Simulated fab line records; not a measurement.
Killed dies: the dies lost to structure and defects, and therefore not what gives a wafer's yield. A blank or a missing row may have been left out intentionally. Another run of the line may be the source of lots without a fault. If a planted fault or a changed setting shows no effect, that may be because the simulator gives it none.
Which of the tools did it? + flow gf180mcu + 6 lots with 18 wafers sampled at 4 steps, on a route of 602 steps

WHAT THE GAUGES SHOWED, per wafer
GF_VT_IMPLANT_RS_MEAS_46: a four-point-probe measurement.
| lot  | measured     | on           | MVSD_RS (ohm/sq)                    |
|------|--------------|--------------|-------------------------------------|
| L939 | day 8 03:57  | filmMetro-03 | 454.9 455.6 455.2                   |
| L941 | day 8 18:14  | filmMetro-02 | 456.6 455.5 457.1                   |
| L943 | day 9 08:43  | filmMetro-03 | 456.8 456.6 458.2                   |
| L945 | day 9 17:42  | filmMetro-04 | 455.0 455.4 457.0                   |
| L948 | day 10 16:52 | filmMetro-02 | 455.9 455.7 455.6                   |
| L954 | day 12 08:04 | filmMetro-02 | 402.3 401.8 402.6 402.5 401.7 403.2 |

TOOL THAT RAN EACH LOT (tool first, then ch and the chambers of the sampled wafers, then the start)
| lot  | GF_STI_STRIP_15                    | GF_LVPWELL_STRIP_10                | GF_MVSD_IMPLANT_09             |
|------|------------------------------------|------------------------------------|--------------------------------|
| L939 | plasmaAsher-02 ch 0,1, day 2 11:57 | plasmaAsher-04 ch 0,1, day 4 08:10 | implanter-02 ch 0, day 4 21:46 |
| L941 | plasmaAsher-02 ch 0,1, day 2 21:46 | plasmaAsher-03 ch 0,1, day 4 18:31 | implanter-03 ch 0, day 5 08:49 |
| L943 | plasmaAsher-04 ch 0,1, day 3 09:33 | plasmaAsher-03 ch 0,1, day 5 07:43 | implanter-03 ch 0, day 5 22:49 |
| L945 | plasmaAsher-03 ch 0,1, day 3 18:37 | plasmaAsher-01 ch 0,1, day 5 16:43 | implanter-04 ch 0, day 6 07:14 |
| L948 | plasmaAsher-03 ch 0,1, day 4 10:03 | plasmaAsher-04 ch 0,1, day 6 12:16 | implanter-03 ch 0, day 7 04:04 |
| L954 | plasmaAsher-03 ch 0, day 5 18:06   | plasmaAsher-03 ch 0,1, day 7 22:04 | implanter-04 ch 0, day 8 14:07 |
- GF_STI_STRIP_15: strips in O2/N2.
- GF_LVPWELL_STRIP_10: strips in O2/N2.
- GF_MVSD_IMPLANT_09

THE ANSWER, worked out from the rows above alone
Rule: usual is defined by the lots themselves. The widest of any qualifying gaps counts: lots, ordered by their means at a reading, are off when they make up no more than a third of the lots, leave a main group of 4 or more, and stand apart from it by 3 or more times the standard deviation of that group's means. The tables above print the reading to a certain number of digits; a main group whose means all agree to those digits is not used. A lot without any number at a reading at which 4 lots or more have one is off too. The other lots that the step has rows for count as sound.
Off: at GF_VT_IMPLANT_RS_MEAS_46 (MVSD_RS), L954. For the main group the mean is 456.1 ohm/sq and the standard deviation 0.67.
A tool fits if, at a process step before that reading, it ran every lot that is off, and no sound lot after the first of them. The gauges at GF_VT_IMPLANT_RS_MEAS_46 are tried like those tools. Can't be told from this: 3 tools fit, plasmaAsher-03 at GF_STI_STRIP_15 and GF_LVPWELL_STRIP_10, implanter-04 at GF_MVSD_IMPLANT_09, filmMetro-02 at GF_VT_IMPLANT_RS_MEAS_46.

WHAT HAD BEEN PUT IN BY THE SIMULATOR
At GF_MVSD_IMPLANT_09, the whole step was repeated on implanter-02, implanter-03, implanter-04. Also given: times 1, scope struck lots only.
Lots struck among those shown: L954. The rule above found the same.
